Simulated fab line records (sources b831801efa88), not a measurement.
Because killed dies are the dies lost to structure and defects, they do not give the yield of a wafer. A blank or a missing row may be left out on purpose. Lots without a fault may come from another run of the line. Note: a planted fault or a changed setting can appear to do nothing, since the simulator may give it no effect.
The tool behind it: which one?    flow sky130    36 wafers from 12 lots sampled at 3 of the route's 708 steps

== WHAT EACH GAUGE READ, for each wafer ==
SKY_METAL4_CD_MEAS_13: the cd target is 300 nm. Usual: cd-nm reads 299.9 nm (standard deviation 1.5).
lot   measured      on         cd-nm (nm)         flag
L896  day 41 20:22  cd-sem-01  302.5 302.2 302.7  
L898  day 42 07:19  cd-sem-02  299.1 299.0 298.9  
L899  day 42 09:02  cd-sem-01  300.8 298.9 301.3  
L897  day 42 11:26  cd-sem-01  301.1 302.0 300.5  
L909  day 44 21:25  cd-sem-02  301.2 299.3 301.3  
L911  day 45 16:08  cd-sem-02  299.9 299.7 299.7  
L912  day 45 19:20  cd-sem-01  301.1 302.1 301.7  
L913  day 46 03:40  cd-sem-02  301.4 301.0 300.6  
L915  day 46 11:43  cd-sem-01  299.6 299.3 298.7  
L916  day 47 02:11  cd-sem-02  299.7 301.6 301.2  
L917  day 47 16:29  cd-sem-01  298.0 296.0 297.3  
L919  day 47 17:08  cd-sem-01  302.0 303.4 301.5  

SKY_VIA4_BOW_MEAS_03. Usual: VIA4_BOW gives 81 um (standard deviation 8).
lot   measured      on             VIA4_BOW (um)  flag
L896  day 41 22:01  film-metro-02  85 91 97       
L898  day 42 08:58  film-metro-02  73 82 90       
L899  day 42 10:47  film-metro-02  76 86 72       
L897  day 42 13:11  film-metro-01  73 87 80       
L909  day 44 23:02  film-metro-04  74 80 63       
L911  day 45 17:44  film-metro-02  90 86 79       
L912  day 45 21:07  film-metro-04  76 88 82       
L913  day 46 05:17  film-metro-02  70 97 99       
L915  day 46 13:40  film-metro-02  82 79 75       
L916  day 47 04:15  film-metro-02  76 82 77       
L917  day 47 18:09  film-metro-02  85 76 91       
L919  day 47 19:11  film-metro-02  92 83 80       

== WHAT TOOL EACH LOT RAN ON (gives the tool, then ch and the chambers of the sampled wafers, and finally the start) ==
lot   SKY_METAL3_SPUTTER_04
L896  pvd-sputter-02, day 36 12:49
L898  pvd-sputter-02, day 37 01:22
L899  pvd-sputter-02, day 37 01:38
L897  pvd-sputter-04, day 37 05:49
L909  pvd-sputter-04, day 39 20:53
L911  pvd-sputter-04, day 40 16:46
L912  pvd-sputter-02, day 40 19:04
L913  pvd-sputter-04, day 41 05:09
L915  pvd-sputter-02, day 41 16:46
L916  pvd-sputter-02, day 42 08:34
L917  pvd-sputter-02, day 43 00:35
L919  pvd-sputter-03, day 43 01:16
- SKY_METAL3_SPUTTER_04: material TiN, target thk 70 nm, time 58.3 s.

== WHAT THE TOOLS THEMSELVES READ (means of the sampled wafers that have a number; where no wafer has one, the mark that the record gives instead) ==
SKY_METAL3_SPUTTER_04. Usual: throttle-valve-pct reads 30.0 % (standard deviation 1.1).
lot   tool            throttle-valve-pct (%)  flag
L896  pvd-sputter-02  28.9                    
L898  pvd-sputter-02  29.9                    
L899  pvd-sputter-02  29.9                    
L897  pvd-sputter-04  30.5                    
L909  pvd-sputter-04  30.9                    
L911  pvd-sputter-04  30.3                    
L912  pvd-sputter-02  30.7                    
L913  pvd-sputter-04  30.3                    
L915  pvd-sputter-02  29.9                    
L916  pvd-sputter-02  28.9                    
L917  pvd-sputter-02  30.8                    
L919  pvd-sputter-03  31.1                    

== THE ANSWER, worked out from the rows above alone ==
Rule: take the mean of a lot's wafers that have a number; if it is more than 3 standard deviations from the usual mean, the lot is off. A lot without any number at a reading at which 4 lots or more have one is off too. All remaining lots with rows at the step are treated as sound. After the gauges, taken in route order, come the tools' own readings; for these a lot's mean is taken, as printed above. The first step at which some lot is off is used, and at that step the reading that is off furthest; a lot without a number counts as furthest.
No lot is off on any of the readings shown, so nothing can be concluded from this.

== WHAT HAD BEEN PUT IN BY THE SIMULATOR ==
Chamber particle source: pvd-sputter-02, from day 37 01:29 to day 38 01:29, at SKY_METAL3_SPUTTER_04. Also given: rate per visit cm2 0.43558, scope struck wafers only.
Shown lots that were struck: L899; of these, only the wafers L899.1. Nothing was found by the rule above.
